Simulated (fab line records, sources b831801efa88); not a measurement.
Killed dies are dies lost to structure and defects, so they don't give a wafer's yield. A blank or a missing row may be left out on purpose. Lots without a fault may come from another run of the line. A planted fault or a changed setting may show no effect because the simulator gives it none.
Which tool did it? | flow gf180mcu | 7 lots, 21 wafers sampled, at 3 steps of a route of 602

WHAT THE GAUGES READ, wafer by wafer
GF_PASSIVATION_THK_MEAS_03.
lot  | measured     | on            | PASSIVATION_CVD_02_THK (nm)
L746 | day 28 03:01 | film_metro-04 | 708 730 720
L749 | day 29 03:07 | film_metro-03 | 673 698 692
L751 | day 29 21:37 | film_metro-03 | 711 702 699
L752 | day 30 10:13 | film_metro-04 | 716 722 708
L757 | day 31 15:22 | film_metro-01 | 682 698 703
L761 | day 32 13:13 | film_metro-03 | 691 688 703
L767 | day 34 08:04 | film_metro-01 | 701 714 713

WHICH TOOL RAN EACH LOT (tool, then ch and the chambers of the sampled wafers, then the start)
lot  | GF_STI_CVD_23                   | GF_V5_SPUTTER_22
L746 | hdpcvd-02 ch 0,2, day 2 09:39   | pvd_sputter-02, day 27 05:35
L749 | hdpcvd-01 ch 0,1,2, day 3 02:00 | pvd_sputter-01, day 28 06:19
L751 | hdpcvd-01 ch 0,1, day 3 10:19   | pvd_sputter-04, day 29 00:17
L752 | hdpcvd-01 ch 0,1,2, day 3 20:19 | pvd_sputter-01, day 29 13:26
L757 | hdpcvd-01 ch 0,1,2, day 4 21:35 | pvd_sputter-01, day 30 20:45
L761 | hdpcvd-01 ch 0,1,2, day 5 15:50 | pvd_sputter-02, day 31 18:50
L767 | hdpcvd-02 ch 0,1,2, day 6 23:21 | pvd_sputter-02, day 33 14:46
- GF_STI_CVD_23: deposits SiO2, target thk 650 nm, time 108.3 s.
- GF_V5_SPUTTER_22: material TiN, target thk 10 nm, time 40 s.

THE ANSWER, worked out from the rows above alone
Rule: what is usual is taken from the lots themselves. Put in order of their means at a reading, lots are off if they are a third of the lots or fewer, leave a main group of 4 or more, and stand apart from it by a gap of 3 or more times the standard deviation of the main group's means; of several such gaps the widest counts. A main group whose means are all the same, to the digits that the tables above print for the reading, isn't used. A lot without any number at a reading at which 4 lots or more have one is off too. The other lots that the step has rows for count as sound.
No lot is off at any reading shown: from this, nothing can be told.

WHAT THE SIMULATOR HAD PUT IN
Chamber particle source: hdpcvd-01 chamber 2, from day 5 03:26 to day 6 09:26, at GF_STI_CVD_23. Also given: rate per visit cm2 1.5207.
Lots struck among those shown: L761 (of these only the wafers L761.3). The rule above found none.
